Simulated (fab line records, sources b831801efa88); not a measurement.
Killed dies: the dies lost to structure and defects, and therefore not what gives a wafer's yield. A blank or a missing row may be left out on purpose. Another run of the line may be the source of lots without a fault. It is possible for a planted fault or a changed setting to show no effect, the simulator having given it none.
The same fault as seen by 2 desks :: flow gf180mcu :: every desk sees just its own numbers, and what lay behind them comes last

== THE TOOL OWNER'S DESK: cmp-01 ==
The tool's own readings at GF_CONTACT_CMP_27 (polishes, stops on SiO2, t overpolish 15 s, target thk 0 nm): means of the sampled wafers that have a number, for each lot that ran on this tool. Marked OUT: a lot whose mean sits more than 4 standard deviations from the usual mean, which makes it out of limits; the brackets give that distance.
Columns: A = head-pressure-psi at GF_CONTACT_CMP_27, usual 3.500 psi; B = motor-current-A at GF_CONTACT_CMP_27, usual 11.2 A; C = overpolish-run-s at GF_CONTACT_CMP_27, usual 14.999 s; D = retaining-ring-pressure-frac at GF_CONTACT_CMP_27, usual 1.000; E = time-to-endpoint-s at GF_CONTACT_CMP_27, usual 71 s
lot: L482
first seen here: day 16 23:23
A: 3.501
B: 10.7
C: 14.997
D: 1.002
E: 71

lot: L486
first seen here: day 18 21:09
A: 3.506
B: 10.3
C: 14.996
D: 1.003
E: 67

lot: L487
first seen here: day 18 22:33
A: 3.502
B: 10.6
C: 15.000
D: 1.004
E: 72

lot: L488
first seen here: day 19 13:21
A: 2.222 (-99 or more) OUT
B: 7.7
C: 0.037 (-99 or more) OUT
D: 0.999
E: 114 (+11) OUT

lot: L489
first seen here: day 19 19:07
A: 2.211 (-99 or more) OUT
B: 8.3
C: 0.043 (-99 or more) OUT
D: 1.003
E: 114 (+11) OUT

lot: L490
first seen here: day 20 03:52
A: 2.217 (-99 or more) OUT
B: 7.8
C: 0.042 (-99 or more) OUT
D: 1.000
E: 114 (+11) OUT

lot: L500
first seen here: day 23 12:38
A: 3.510
B: 9.8
C: 14.999
D: 0.997
E: 72

lot: L501
first seen here: day 23 22:41
A: 3.508
B: 10.1
C: 15.000
D: 1.000
E: 68
Finding of this desk: L488, L489, L490 out of limits; the first was L488 at day 19 13:21, on head-pressure-psi at GF_CONTACT_CMP_27. L482, L486, L487, L500, L501 stayed within limits.

== METROLOGY DESK ==
What the gauges read for every lot (on any tool): the sampled wafers with a number, averaged. Marked OUT: a lot whose mean sits more than 4 standard deviations from the usual mean, which makes it out of limits; the brackets give that distance.
Columns: A = M1_ALCU_RS at GF_M1_RS_MEAS_05, usual 0.0690 ohm/sq
lot: L482
first seen here: day 16 23:55
A: 0.0685

lot: L484
first seen here: day 18 00:40
A: 0.0698

lot: L485
first seen here: day 18 07:24
A: 0.0691

lot: L486
first seen here: day 18 21:38
A: 0.0694

lot: L487
first seen here: day 18 23:07
A: 0.0674

lot: L488
first seen here: day 19 13:47
A: 0.0685

lot: L492
first seen here: day 21 01:05
A: 0.0680

lot: L493
first seen here: day 21 04:23
A: 0.0683

lot: L498
first seen here: day 23 00:48
A: 0.0695

lot: L500
first seen here: day 23 13:10
A: 0.0683

lot: L501
first seen here: day 23 23:12
A: 0.0683

lot: L503
first seen here: day 24 15:07
A: 0.0706
Result from this desk: across the 12 lots, nothing is out of limits.

== ALL TOGETHER ==
The tool owner's desk had the chance to raise an alarm at day 19 13:21 on L488, L489, L490.
The metrology desk saw nothing out of limits.
The metrology desk has L488 on record, within its limits.
The metrology desk has no number on record for L489, L490.
All the named lots went through GF_CONTACT_CMP_27 on cmp-01.

== WHAT WAS PUT IN BY THE SIMULATOR ==
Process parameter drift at GF_CONTACT_CMP_27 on cmp-01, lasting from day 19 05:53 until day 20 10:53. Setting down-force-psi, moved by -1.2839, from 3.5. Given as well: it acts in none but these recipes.
Lots struck among those shown: L488, L489, L490.
Time in hours from fault onset to the first out-of-limits reading at each desk: the tool owner's desk, 7.
